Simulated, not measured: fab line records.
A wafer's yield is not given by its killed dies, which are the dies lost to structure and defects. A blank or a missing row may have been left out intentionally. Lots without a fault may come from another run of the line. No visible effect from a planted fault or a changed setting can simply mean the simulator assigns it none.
One fault through the eyes of 2 desks -- flow gf180mcu -- every desk sees just its own numbers, and what lay behind them comes last

== DESK OF THE TOOL OWNER: hdpcvd-02 ==
The tool's own readings at GF_V3_CVD_00 (deposits SiO2, target thk 600 nm, time 100 s): means of the sampled wafers that have a number, for each lot that ran on this tool. The brackets show how far a lot's mean lies from the usual mean; more than 4 standard deviations puts the lot out of limits, marked OUT.
Columns: A = pressure-mtorr at GF_V3_CVD_00, usual 6.000 mTorr
lot,first seen here,A
L682,day 21 10:28,5.992
L683,day 21 20:23,5.993
L684,day 22 09:30,6.003
L685,day 22 19:03,5.995
L692,day 25 02:56,5.997
L693,day 25 11:20,5.997
L696,day 26 09:01,6.016
L705,day 29 02:17,6.001
Finding of this desk: none of the 8 lots has anything out of limits.

== THE METROLOGY DESK ==
What the gauges read for every lot (on any tool): the sampled wafers with a number, averaged. The brackets show how far a lot's mean lies from the usual mean; more than 4 standard deviations puts the lot out of limits, marked OUT.
Columns: A = V5_CVD_00_THK at GF_V5_THK_MEAS_01, usual 301 nm
lot,first seen here,A
L682,day 26 09:56,306
L683,day 26 17:15,304
L684,day 27 05:11,300
L685,day 27 12:49,305
L687,day 27 22:49,300
L686,day 28 03:55,297
L689,day 28 15:10,303
L692,day 29 14:30,299
L693,day 29 22:01,303
L696,day 30 17:52,297
L701,day 32 00:50,299
L703,day 32 11:31,299
L705,day 33 02:12,303
Finding of this desk: none of the 13 lots has anything out of limits.

== BROUGHT TOGETHER ==
Nothing out of limits was seen by the tool owner's desk.
At the metrology desk, nothing out of limits was observed.

== WHAT THE SIMULATOR HAD PUT IN ==
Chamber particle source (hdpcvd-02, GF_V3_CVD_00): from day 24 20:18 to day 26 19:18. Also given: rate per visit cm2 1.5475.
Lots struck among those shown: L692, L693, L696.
